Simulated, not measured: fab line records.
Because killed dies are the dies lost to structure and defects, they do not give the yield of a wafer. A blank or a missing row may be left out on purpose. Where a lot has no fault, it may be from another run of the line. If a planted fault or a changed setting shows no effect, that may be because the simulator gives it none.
Which tool was responsible? || flow sky130 || 11 lots with 33 wafers sampled at 5 steps, on a route of 708 steps

## WHAT THE GAUGES READ, wafer by wafer
SKY_CAP2M_THK_MEAS_01. Usual: for CAP2M_CVD_00_THK the level is 15.53 nm and the standard deviation is 0.26.
{"lot": "L302", "measured": "day 39 10:04", "on": "film metro-04", "CAP2M_CVD_00_THK (nm)": "15.39 15.27 15.50", "flag": ""}
{"lot": "L304", "measured": "day 41 04:13", "on": "film metro-04", "CAP2M_CVD_00_THK (nm)": "15.28 15.41 16.01", "flag": ""}
{"lot": "L305", "measured": "day 44 02:33", "on": "film metro-04", "CAP2M_CVD_00_THK (nm)": "15.40 15.55 15.67", "flag": ""}
{"lot": "L306", "measured": "day 44 04:21", "on": "film metro-02", "CAP2M_CVD_00_THK (nm)": "15.20 14.92 15.42", "flag": ""}
{"lot": "L308", "measured": "day 44 05:55", "on": "film metro-01", "CAP2M_CVD_00_THK (nm)": "15.68 15.66 16.13", "flag": ""}
{"lot": "L313", "measured": "day 44 07:29", "on": "film metro-01", "CAP2M_CVD_00_THK (nm)": "15.09 15.75 15.72", "flag": ""}
{"lot": "L314", "measured": "day 44 11:20", "on": "film metro-02", "CAP2M_CVD_00_THK (nm)": "28.57 15.35 15.40", "flag": "OFF"}
{"lot": "L316", "measured": "day 44 12:56", "on": "film metro-04", "CAP2M_CVD_00_THK (nm)": "15.17 28.65 15.77", "flag": "OFF"}
{"lot": "L319", "measured": "day 44 14:29", "on": "film metro-04", "CAP2M_CVD_00_THK (nm)": "15.74 15.40 16.08", "flag": ""}
{"lot": "L321", "measured": "day 44 22:26", "on": "film metro-01", "CAP2M_CVD_00_THK (nm)": "15.58 15.71 15.69", "flag": ""}
{"lot": "L322", "measured": "day 45 00:11", "on": "film metro-04", "CAP2M_CVD_00_THK (nm)": "15.12 15.68 15.36", "flag": ""}

## WHAT TOOL EACH LOT RAN ON (gives the tool, then ch and the chambers of the sampled wafers, and finally the start)
{"lot": "L302", "SKY_VIA2_STRIP_16": "plasma asher-03 ch 0,1, day 36 01:51", "SKY_METAL3_SPUTTER_04": "pvd sputter-03, day 36 03:14", "SKY_VIA3_SPUTTER_20": "pvd sputter-03, day 39 09:13", "SKY_CAP2M_CVD_00": "pecvd-01 ch 0,1,2, day 39 10:02"}
{"lot": "L304", "SKY_VIA2_STRIP_16": "plasma asher-01 ch 0,1, day 37 19:18", "SKY_METAL3_SPUTTER_04": "pvd sputter-04, day 37 20:40", "SKY_VIA3_SPUTTER_20": "pvd sputter-03, day 41 02:51", "SKY_CAP2M_CVD_00": "pecvd-03 ch 0,1,2, day 41 04:09"}
{"lot": "L305", "SKY_VIA2_STRIP_16": "plasma asher-01 ch 0,1, day 41 00:25", "SKY_METAL3_SPUTTER_04": "pvd sputter-02, day 41 02:08", "SKY_VIA3_SPUTTER_20": "pvd sputter-04, day 44 01:43", "SKY_CAP2M_CVD_00": "pecvd-01 ch 0,2, day 44 02:32"}
{"lot": "L306", "SKY_VIA2_STRIP_16": "plasma asher-04 ch 0,1, day 41 01:30", "SKY_METAL3_SPUTTER_04": "pvd sputter-03, day 41 03:40", "SKY_VIA3_SPUTTER_20": "pvd sputter-03, day 44 03:31", "SKY_CAP2M_CVD_00": "pecvd-03 ch 0,2, day 44 04:19"}
{"lot": "L308", "SKY_VIA2_STRIP_16": "plasma asher-03 ch 0,1, day 41 02:54", "SKY_METAL3_SPUTTER_04": "pvd sputter-02, day 41 04:42", "SKY_VIA3_SPUTTER_20": "pvd sputter-03, day 44 05:02", "SKY_CAP2M_CVD_00": "pecvd-04 ch 0,2, day 44 05:53"}
{"lot": "L313", "SKY_VIA2_STRIP_16": "plasma asher-01 ch 0,1, day 41 06:33", "SKY_METAL3_SPUTTER_04": "pvd sputter-04, day 41 07:57", "SKY_VIA3_SPUTTER_20": "pvd sputter-04, day 44 06:38", "SKY_CAP2M_CVD_00": "pecvd-03 ch 0,1, day 44 07:28"}
{"lot": "L314", "SKY_VIA2_STRIP_16": "plasma asher-04 ch 0,1, day 41 08:48", "SKY_METAL3_SPUTTER_04": "pvd sputter-04, day 41 10:13", "SKY_VIA3_SPUTTER_20": "pvd sputter-04, day 44 10:30", "SKY_CAP2M_CVD_00": "pecvd-01 ch 0,1,2, day 44 11:19"}
{"lot": "L316", "SKY_VIA2_STRIP_16": "plasma asher-03 ch 0,1, day 41 10:11", "SKY_METAL3_SPUTTER_04": "pvd sputter-03, day 41 11:35", "SKY_VIA3_SPUTTER_20": "pvd sputter-01, day 44 12:06", "SKY_CAP2M_CVD_00": "pecvd-01 ch 0,1, day 44 12:55"}
{"lot": "L319", "SKY_VIA2_STRIP_16": "plasma asher-04 ch 0,1, day 41 12:09", "SKY_METAL3_SPUTTER_04": "pvd sputter-02, day 41 13:34", "SKY_VIA3_SPUTTER_20": "pvd sputter-04, day 44 13:38", "SKY_CAP2M_CVD_00": "pecvd-03 ch 1,2, day 44 14:28"}
{"lot": "L321", "SKY_VIA2_STRIP_16": "plasma asher-01 ch 0,1, day 41 22:16", "SKY_METAL3_SPUTTER_04": "pvd sputter-04, day 41 23:38", "SKY_VIA3_SPUTTER_20": "pvd sputter-03, day 44 21:35", "SKY_CAP2M_CVD_00": "pecvd-04 ch 0,1,2, day 44 22:25"}
{"lot": "L322", "SKY_VIA2_STRIP_16": "plasma asher-04 ch 0,1, day 42 00:31", "SKY_METAL3_SPUTTER_04": "pvd sputter-02, day 42 02:02", "SKY_VIA3_SPUTTER_20": "pvd sputter-04, day 44 23:20", "SKY_CAP2M_CVD_00": "pecvd-03 ch 0,1, day 45 00:10"}
- SKY_VIA2_STRIP_16: strips in O2/N2.
- SKY_METAL3_SPUTTER_04: material TiN, target thk 70 nm, time 58.3 s.
- SKY_VIA3_SPUTTER_20: material TiN, target thk 20 nm, time 80 s.
- SKY_CAP2M_CVD_00: deposits SiO2, target thk 15.5 nm.

## AS READ BY THE TOOLS THEMSELVES (means over the sampled wafers that have a number; for cases with no such wafer, the mark the record gives instead)
SKY_VIA2_STRIP_16. Usual: chamber pressure mTorr 1499.9 mTorr, standard deviation 1.4; drypump motor current A 5.5 A, standard deviation 0.49; oes product au 0.398 a.u., standard deviation 0.0045; strip time to endpoint s 4.03 s, standard deviation 0.032.
{"lot": "L302", "tool": "plasma asher-03", "chamber pressure mTorr (mTorr)": 1500.9, "drypump motor current A (A)": 5.5, "oes product au (a.u.)": 0.404, "strip time to endpoint s (s)": 4.02, "flag": ""}
{"lot": "L304", "tool": "plasma asher-01", "chamber pressure mTorr (mTorr)": 1499.2, "drypump motor current A (A)": 5.5, "oes product au (a.u.)": 0.396, "strip time to endpoint s (s)": 4.01, "flag": ""}
{"lot": "L305", "tool": "plasma asher-01", "chamber pressure mTorr (mTorr)": 1500.4, "drypump motor current A (A)": 5.5, "oes product au (a.u.)": 0.399, "strip time to endpoint s (s)": 4.05, "flag": ""}
{"lot": "L306", "tool": "plasma asher-04", "chamber pressure mTorr (mTorr)": 1501.4, "drypump motor current A (A)": 5.6, "oes product au (a.u.)": 0.403, "strip time to endpoint s (s)": 4.02, "flag": ""}
{"lot": "L308", "tool": "plasma asher-03", "chamber pressure mTorr (mTorr)": 1500.7, "drypump motor current A (A)": 5.5, "oes product au (a.u.)": 0.396, "strip time to endpoint s (s)": 4.03, "flag": ""}
{"lot": "L313", "tool": "plasma asher-01", "chamber pressure mTorr (mTorr)": 1500.1, "drypump motor current A (A)": 5.4, "oes product au (a.u.)": 0.402, "strip time to endpoint s (s)": 4.06, "flag": ""}
{"lot": "L314", "tool": "plasma asher-04", "chamber pressure mTorr (mTorr)": 1498.3, "drypump motor current A (A)": 5.6, "oes product au (a.u.)": 0.400, "strip time to endpoint s (s)": 4.03, "flag": ""}
{"lot": "L316", "tool": "plasma asher-03", "chamber pressure mTorr (mTorr)": 1499.5, "drypump motor current A (A)": 5.2, "oes product au (a.u.)": 0.400, "strip time to endpoint s (s)": 4.01, "flag": ""}
{"lot": "L319", "tool": "plasma asher-04", "chamber pressure mTorr (mTorr)": 1500.6, "drypump motor current A (A)": 5.6, "oes product au (a.u.)": 0.402, "strip time to endpoint s (s)": 4.04, "flag": ""}
{"lot": "L321", "tool": "plasma asher-01", "chamber pressure mTorr (mTorr)": 1500.3, "drypump motor current A (A)": 5.5, "oes product au (a.u.)": 0.402, "strip time to endpoint s (s)": 4.06, "flag": ""}
{"lot": "L322", "tool": "plasma asher-04", "chamber pressure mTorr (mTorr)": 1499.9, "drypump motor current A (A)": 5.6, "oes product au (a.u.)": 0.399, "strip time to endpoint s (s)": 4.08, "flag": ""}

SKY_METAL3_SPUTTER_04. Usual: throttle valve pct at 30.3 %, with a standard deviation of 0.93.
{"lot": "L302", "tool": "pvd sputter-03", "throttle valve pct (%)": 31.9, "flag": ""}
{"lot": "L304", "tool": "pvd sputter-04", "throttle valve pct (%)": 30.0, "flag": ""}
{"lot": "L305", "tool": "pvd sputter-02", "throttle valve pct (%)": 30.5, "flag": ""}
{"lot": "L306", "tool": "pvd sputter-03", "throttle valve pct (%)": 31.4, "flag": ""}
{"lot": "L308", "tool": "pvd sputter-02", "throttle valve pct (%)": 30.4, "flag": ""}
{"lot": "L313", "tool": "pvd sputter-04", "throttle valve pct (%)": 29.6, "flag": ""}
{"lot": "L314", "tool": "pvd sputter-04", "throttle valve pct (%)": 29.7, "flag": ""}
{"lot": "L316", "tool": "pvd sputter-03", "throttle valve pct (%)": 31.0, "flag": ""}
{"lot": "L319", "tool": "pvd sputter-02", "throttle valve pct (%)": 29.8, "flag": ""}
{"lot": "L321", "tool": "pvd sputter-04", "throttle valve pct (%)": 29.6, "flag": ""}
{"lot": "L322", "tool": "pvd sputter-02", "throttle valve pct (%)": 29.1, "flag": ""}

SKY_VIA3_SPUTTER_20. Usual: throttle valve pct at 30.1 %, with a standard deviation of 1.
{"lot": "L302", "tool": "pvd sputter-03", "throttle valve pct (%)": 31.2, "flag": ""}
{"lot": "L304", "tool": "pvd sputter-03", "throttle valve pct (%)": 31.1, "flag": ""}
{"lot": "L305", "tool": "pvd sputter-04", "throttle valve pct (%)": 30.2, "flag": ""}
{"lot": "L306", "tool": "pvd sputter-03", "throttle valve pct (%)": 30.9, "flag": ""}
{"lot": "L308", "tool": "pvd sputter-03", "throttle valve pct (%)": 31.1, "flag": ""}
{"lot": "L313", "tool": "pvd sputter-04", "throttle valve pct (%)": 29.6, "flag": ""}
{"lot": "L314", "tool": "pvd sputter-04", "throttle valve pct (%)": 29.7, "flag": ""}
{"lot": "L316", "tool": "pvd sputter-01", "throttle valve pct (%)": 30.1, "flag": ""}
{"lot": "L319", "tool": "pvd sputter-04", "throttle valve pct (%)": 29.8, "flag": ""}
{"lot": "L321", "tool": "pvd sputter-03", "throttle valve pct (%)": 31.0, "flag": ""}
{"lot": "L322", "tool": "pvd sputter-04", "throttle valve pct (%)": 30.3, "flag": ""}

SKY_CAP2M_CVD_00. Usual: heater power w at 758 W, with a standard deviation of 100.
{"lot": "L302", "tool": "pecvd-01", "heater power w (W)": 809, "flag": ""}
{"lot": "L304", "tool": "pecvd-03", "heater power w (W)": 729, "flag": ""}
{"lot": "L305", "tool": "pecvd-01", "heater power w (W)": 794, "flag": ""}
{"lot": "L306", "tool": "pecvd-03", "heater power w (W)": 701, "flag": ""}
{"lot": "L308", "tool": "pecvd-04", "heater power w (W)": 673, "flag": ""}
{"lot": "L313", "tool": "pecvd-03", "heater power w (W)": 655, "flag": ""}
{"lot": "L314", "tool": "pecvd-01", "heater power w (W)": 810, "flag": ""}
{"lot": "L316", "tool": "pecvd-01", "heater power w (W)": 812, "flag": ""}
{"lot": "L319", "tool": "pecvd-03", "heater power w (W)": 693, "flag": ""}
{"lot": "L321", "tool": "pecvd-04", "heater power w (W)": 762, "flag": ""}
{"lot": "L322", "tool": "pecvd-03", "heater power w (W)": 706, "flag": ""}

## THE ANSWER, worked out from the rows above alone
Rule: a lot counts as off when the mean over its wafers that have a number is more than 3 standard deviations away from the usual mean. A lot without any number at a reading at which 4 lots or more have one is off too. All remaining lots with rows at the step are treated as sound. After the gauges, taken in route order, come the tools' own readings; for these a lot's mean is taken, as printed above. At the first step where some lot is off, the reading lying furthest off is the one used; lots without a number count as furthest.
Off: at SKY_CAP2M_THK_MEAS_01 (CAP2M_CVD_00_THK), L314, L316.
If a tool, at a process step before that reading, ran all the lots that are off and no sound lot after the first of them, it fits. Those tools and the gauges at SKY_CAP2M_THK_MEAS_01 are tried in the same way. One fits: SKY_CAP2M_CVD_00 on pecvd-01. A fault onset in the window from L305 (day 44 02:32, its last sound lot) to L314 (day 44 11:19, its first lot off) fits.

## WHAT THE SIMULATOR PUT IN
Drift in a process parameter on pecvd-01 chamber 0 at SKY_CAP2M_CVD_00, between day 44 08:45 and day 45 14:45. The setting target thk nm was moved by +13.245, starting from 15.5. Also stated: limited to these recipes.
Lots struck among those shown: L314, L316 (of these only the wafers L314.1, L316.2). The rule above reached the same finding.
